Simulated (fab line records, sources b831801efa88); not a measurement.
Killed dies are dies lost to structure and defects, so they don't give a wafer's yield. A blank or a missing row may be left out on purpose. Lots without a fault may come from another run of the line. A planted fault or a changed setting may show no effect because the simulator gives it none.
fab line records | flow sfq_line
record lots=14 wafers=42 last_day=80
route steps=325 shown INCOMING@1 M0@29 M1@59
lots that met no fault: from a run of the same line without faults
start_h: hours from the record's first day to the start of the lot's first wafer shown | wait_h: hours since the lot's step before | " the same as in the row above | L1.1+2: a row that stands for several wafers | - no value, or no start given | * or withheld: withheld | < > ~ a bound
route shown NAME@n: a module of which the file shows steps, and the number in the route of the first | usual: mean/standard deviation of fault-free wafers | same: alike in all rows | chamber/n: place in a boat | sites: the reading at each site | _std_site: their standard deviation | _edge_site: outer sites' mean less inner sites' | radius_mm: how far each site lies from the wafer's centre | mask NAME#n: copy n | behind: the tool/chamber that last shaped the wafer | hold: why the lot was held/for how many hours/how that ended | device: the transistor (n, p or np) that didn't switch | end of line: the same wafers' tests at the end of the route | a step without rows: its recipe alone | killed: dies lost to structure and defects at the first sort, not the wafer's yield | map: a wafer's dies, x killed, . not, _ none there
set.NAME: the setting as run; set.NAME@STEP: as run at that earlier step | model.NAME: the simulator's own value behind a step, which no gauge read
steps of the route over a sample of lots; a table a step, a row a wafer
services: from which hour (start_h, from the record's first day; less than 0 if before it) a tool's chamber was out of use, for how many hours, and why
## steps
# step SFQ_INCOMING_BOW_MEAS_900
# recipe mode=bow
# usual INCOMING_BOW=0/7
# columns lot.wafer tool chamber start_h wait_h INCOMING_BOW[um]
L687.1 film_metro-01 - 20.00 - -8
L687.3 " - " " -4
L687.5 " - " " 0
L689.1 film_metro-02 - 30.00 - 2
L689.3 " - " " 9
L689.4 " - " " 14
L690.2 film_metro-02 - 35.02 - -9
L690.4 " - " " -2
L690.6 " - " " -4
L692.1 film_metro-02 - 45.00 - 5
L692.4 " - " " 5
L692.5 " - " " 0
L695.1 film_metro-02 - 60.00 - 1
L695.2 " - " " -12
L695.4 " - " " -17
L696.4 film_metro-01 - 65.06 - -12
L696.5 " - " " -2
L696.6 " - " " 7
L697.1 film_metro-04 - 70.00 - -4
L697.5 " - " " -13
L697.6 " - " " 3
L698.3 film_metro-01 - 75.04 - -2
L698.4 " - " " 2
L698.6 " - " " 9
L699.2 film_metro-04 - 80.02 - 0
L699.3 " - " " -4
L699.6 " - " " -2
L700.3 film_metro-02 - 85.04 - -2
L700.4 " - " " 9
L700.5 " - " " 3
L704.1 film_metro-01 - 105.00 - 0
L704.2 " - " " 8
L704.6 " - " " 16
L705.2 film_metro-02 - 110.02 - -1
L705.5 " - " " 11
L705.6 " - " " -6
L706.2 film_metro-04 - 115.02 - -2
L706.4 " - " " 12
L706.6 " - " " -9
L708.3 film_metro-02 - 125.04 - -3
L708.4 " - " " -9
L708.6 " - " " 4
# step SFQ_TRILAYER_M0_DEP_SPUTTER_019
# recipe material=Nb base_pressure_pa=1.33e-06 chamber_pressure_pa=0.1333 substrate_temp_c=20 resputter_cathode_voltage_v=400 target_thk_nm=200 power_w=2000 time_s=133.3
# usual cathode_dc_power_W=2000.0/0.33 throttle_valve_pct=29.9/0.92
# columns lot.wafer tool chamber start_h wait_h cathode_dc_power_W throttle_valve_pct
L687.1 pvd_sputter-03 - 181.29 0.0 2000.5 29.3
L687.3 " - " " 1999.7 29.0
L687.5 " - " " 2000.3 30.4
L689.1 pvd_sputter-04 - 199.66 0.0 2000.3 30.9
L689.3 " - " " 1999.9 30.6
L689.4 " - " " 2000.3 29.2
L690.2 pvd_sputter-05 - 208.06 0.0 2000.0 29.0
L690.4 " - " " 1999.8 29.3
L690.6 " - " " 1999.9 29.2
L692.1 pvd_sputter-03 - 227.29 0.0 2000.5 30.5
L692.4 " - " " 1999.8 29.6
L692.5 " - " " 1999.7 29.2
L695.1 pvd_sputter-04 - 245.44 0.0 2000.0 32.2
L695.2 " - " " 2000.3 29.1
L695.4 " - " " 1999.9 30.9
L696.4 pvd_sputter-03 - 250.07 0.0 1999.9 29.7
L696.5 " - " " 1999.6 29.9
L696.6 " - " " 2000.6 29.4
L697.1 pvd_sputter-04 - 257.27 0.0 2104.0 30.7
L697.5 " - " " 2103.3 32.0
L697.6 " - " " 2103.3 31.0
L698.3 pvd_sputter-04 - 260.87 0.0 2103.1 28.8
L698.4 " - " " 2102.8 31.9
L698.6 " - " " 2103.9 30.8
L699.2 pvd_sputter-03 - 269.27 0.0 1999.3 30.2
L699.3 " - " " 2000.2 29.6
L699.6 " - " " 2000.1 30.6
L700.3 pvd_sputter-03 - 277.67 0.0 1999.9 29.4
L700.4 " - " " 1999.6 29.1
L700.5 " - " " 1999.8 30.5
L704.1 pvd_sputter-05 - 304.57 0.0 2000.6 29.3
L704.2 " - " " 2000.6 28.7
L704.6 " - " " 1999.9 29.0
L705.2 pvd_sputter-03 - 327.75 0.0 2000.3 29.3
L705.5 " - " " 1999.9 29.7
L705.6 " - " " 2000.0 29.1
L706.2 pvd_sputter-05 - 337.47 0.0 2000.2 28.8
L706.4 " - " " 2000.2 29.5
L706.6 " - " " 1999.9 29.2
L708.3 pvd_sputter-04 - 351.87 0.0 2000.0 30.8
L708.4 " - " " 1999.8 31.9
L708.6 " - " " 2000.2 30.9
# step SFQ_M0_RS_MEAS_904
# recipe thk_meas_gauge=four-point-probe reads=Nb_of_TRILAYER_M0_DEP_SPUTTER_019
# usual M0_NB_RS=0.885/0.0092
# columns lot.wafer tool chamber start_h wait_h M0_NB_RS[ohm/sq]
L687.1 film_metro-01 - 181.38 0.0 0.875
L687.3 " - " " 0.883
L687.5 " - " " 0.880
L689.1 film_metro-01 - 199.75 0.0 0.889
L689.3 " - " " 0.899
L689.4 " - " " 0.891
L690.2 film_metro-03 - 208.17 0.1 0.883
L690.4 " - " " 0.892
L690.6 " - " " 0.886
L692.1 film_metro-03 - 227.38 0.0 0.885
L692.4 " - " " 0.885
L692.5 " - " " 0.875
L695.1 film_metro-03 - 245.53 0.0 0.882
L695.2 " - " " 0.899
L695.4 " - " " 0.884
L696.4 film_metro-03 - 250.22 0.1 0.893
L696.5 " - " " 0.889
L696.6 " - " " 0.886
L697.1 film_metro-01 - 257.36 0.0 0.853
L697.5 " - " " 0.842
L697.6 " - " " 0.835
L698.3 film_metro-03 - 261.83 0.9 0.860
L698.4 " - " " 0.851
L698.6 " - " " 0.863
L699.2 film_metro-03 - 269.38 0.1 0.889
L699.3 " - " " 0.884
L699.6 " - " " 0.882
L700.3 film_metro-04 - 277.80 0.1 0.883
L700.4 " - " " 0.874
L700.5 " - " " 0.887
L704.1 film_metro-04 - 304.66 0.0 0.899
L704.2 " - " " 0.896
L704.6 " - " " 0.896
L705.2 film_metro-04 - 327.86 0.1 0.884
L705.5 " - " " 0.885
L705.6 " - " " 0.885
L706.2 film_metro-03 - 337.58 0.1 0.892
L706.4 " - " " 0.897
L706.6 " - " " 0.882
L708.3 film_metro-01 - 352.00 0.1 0.862
L708.4 " - " " 0.870
L708.6 " - " " 0.875
# step SFQ_TRILAYER_M1_DEP_SPUTTER_037
# recipe material=Nb base_pressure_pa=1.33e-06 chamber_pressure_pa=0.1333 substrate_temp_c=20 resputter_cathode_voltage_v=400 target_thk_nm=200 power_w=2000 time_s=133.3
# usual cathode_dc_power_W=2000.0/0.32 throttle_valve_pct=29.5/0.57
# columns lot.wafer tool chamber start_h wait_h cathode_dc_power_W throttle_valve_pct
L687.1 pvd_sputter-03 - 304.42 0.0 2000.0 30.6
L687.3 " - " " 2000.4 29.9
L687.5 " - " " 1999.8 28.9
L689.1 pvd_sputter-03 - 339.37 0.0 1999.7 30.4
L689.3 " - " " 2000.0 29.6
L689.4 " - " " 2000.8 29.0
L690.2 pvd_sputter-05 - 345.35 0.0 1999.9 29.4
L690.4 " - " " 1999.5 29.0
L690.6 " - " " 1999.9 29.1
L692.1 pvd_sputter-05 - 357.19 0.0 1999.5 28.8
L692.4 " - " " 2000.0 29.1
L692.5 " - " " 2000.2 29.2
L695.1 pvd_sputter-03 - 530.54 0.0 1999.9 30.3
L695.2 " - " " 1999.7 28.9
L695.4 " - " " 2000.2 29.4
L696.4 pvd_sputter-06 - 540.74 0.0 2000.1 29.1
L696.5 " - " " 1999.5 30.8
L696.6 " - " " 1999.7 29.3
L697.1 pvd_sputter-05 - 553.34 0.0 1999.8 29.2
L697.5 " - " " 1999.5 28.8
L697.6 " - " " 1999.6 29.9
L698.3 pvd_sputter-06 - 561.74 0.0 1999.9 31.0
L698.4 " - " " 2000.5 28.9
L698.6 " - " " 2000.4 30.8
L699.2 pvd_sputter-06 - 571.34 0.0 1999.5 29.5
L699.3 " - " " 2000.6 30.7
L699.6 " - " " 2000.3 29.5
L700.3 pvd_sputter-06 - 578.74 0.0 2000.7 29.4
L700.4 " - " " 2000.2 29.4
L700.5 " - " " 2000.2 28.5
L704.1 pvd_sputter-05 - 609.87 0.0 1999.6 29.4
L704.2 " - " " 1999.6 29.3
L704.6 " - " " 2000.1 29.2
L705.2 pvd_sputter-06 - 642.39 0.0 1999.2 29.4
L705.5 " - " " 1999.8 30.5
L705.6 " - " " 1999.9 29.8
L706.2 pvd_sputter-03 - 649.51 0.0 2000.5 30.2
L706.4 " - " " 1999.9 29.1
L706.6 " - " " 2000.1 29.6
L708.3 pvd_sputter-05 - 669.91 0.0 2000.2 28.7
L708.4 " - " " 2000.3 29.1
L708.6 " - " " 1999.6 29.2
# step SFQ_M1_RS_MEAS_909
# recipe thk_meas_gauge=four-point-probe reads=Nb_of_TRILAYER_M1_DEP_SPUTTER_037
# usual M1_NB_RS=0.887/0.011
# columns lot.wafer tool chamber start_h wait_h M1_NB_RS[ohm/sq]
L687.1 film_metro-01 - 304.51 0.0 0.890
L687.3 " - " " 0.908
L687.5 " - " " 0.894
L689.1 film_metro-01 - 339.46 0.0 0.881
L689.3 " - " " 0.902
L689.4 " - " " 0.887
L690.2 film_metro-02 - 345.46 0.1 0.868
L690.4 " - " " 0.878
L690.6 " - " " 0.874
L692.1 film_metro-01 - 357.29 0.0 0.877
L692.4 " - " " 0.873
L692.5 " - " " 0.870
L695.1 film_metro-01 - 530.63 0.0 0.873
L695.2 " - " " 0.874
L695.4 " - " " 0.873
L696.4 film_metro-04 - 540.89 0.1 0.905
L696.5 " - " " 0.913
L696.6 " - " " 0.914
L697.1 film_metro-01 - 553.43 0.0 0.881
L697.5 " - " " 0.897
L697.6 " - " " 0.890
L698.3 film_metro-02 - 561.87 0.1 0.903
L698.4 " - " " 0.900
L698.6 " - " " 0.911
L699.2 film_metro-04 - 571.45 0.1 0.877
L699.3 " - " " 0.879
L699.6 " - " " 0.877
L700.3 film_metro-01 - 578.87 0.1 0.892
L700.4 " - " " 0.901
L700.5 " - " " 0.893
L704.1 film_metro-04 - 609.96 0.0 0.890
L704.2 " - " " 0.874
L704.6 " - " " 0.871
L705.2 film_metro-04 - 642.51 0.1 0.883
L705.5 " - " " 0.889
L705.6 " - " " 0.886
L706.2 film_metro-01 - 649.62 0.1 0.903
L706.4 " - " " 0.895
L706.6 " - " " 0.914
L708.3 film_metro-02 - 670.04 0.1 0.888
L708.4 " - " " 0.882
L708.6 " - " " 0.882
## services
# columns tool chamber start_h hours kind
pvd_sputter-05 - 169.41 7.6 repair
pvd_sputter-03 - 182.89 1.0 repair
pvd_sputter-04 1 183.99 - consumable_replace:kit
pvd_sputter-04 1 183.99 18.0 scheduled_down
pvd_sputter-04 1 183.99 18.0 vent_cycle
pvd_sputter-04 - 221.30 9.7 repair
pvd_sputter-05 2 267.68 - consumable_replace:kit
pvd_sputter-05 2 267.68 18.0 scheduled_down
pvd_sputter-05 2 267.68 18.0 vent_cycle
pvd_sputter-03 - 306.13 8.0 repair
pvd_sputter-06 - 326.89 3.3 repair
pvd_sputter-06 - 333.63 0.7 repair
pvd_sputter-03 3 351.37 - consumable_replace:kit
pvd_sputter-03 3 351.37 18.0 scheduled_down
pvd_sputter-03 3 351.37 18.0 vent_cycle
pvd_sputter-06 - 401.27 8.7 repair
pvd_sputter-03 - 509.55 9.8 repair
pvd_sputter-05 - 512.93 1.0 repair
pvd_sputter-06 - 559.86 0.5 repair
pvd_sputter-04 - 584.05 3.1 repair
pvd_sputter-06 - 595.51 1.8 repair
pvd_sputter-06 - 595.78 4.9 repair
pvd_sputter-04 - 620.23 0.7 repair
pvd_sputter-04 - 653.10 3.1 repair
## key
first_sign step=SFQ_TRILAYER_M0_DEP_SPUTTER_019 reading=cathode_dc_power_W direction=up sigmas=99+ usual=2000.0 struck=2103.4
effect step=SFQ_M0_RS_MEAS_904 reading=M0_NB_RS direction=down sigmas=3.8 usual=0.885 struck=0.851
met_at SFQ_TRILAYER_M0_DEP_SPUTTER_019
struck_lots L697,L698
not_acting_at SFQ_INCOMING_BOW_MEAS_900,SFQ_TRILAYER_M1_DEP_SPUTTER_037,SFQ_M1_RS_MEAS_909
onset_between 245.44 257.27
fault kind=process_parameter_drift tool=pvd_sputter-04 chamber=- onset_h=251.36 steps=SFQ_TRILAYER_M0_DEP_SPUTTER_019 channel=power_w offset=103.19 shape=step end_h=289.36 acts_in=these_recipes_only stated=2000
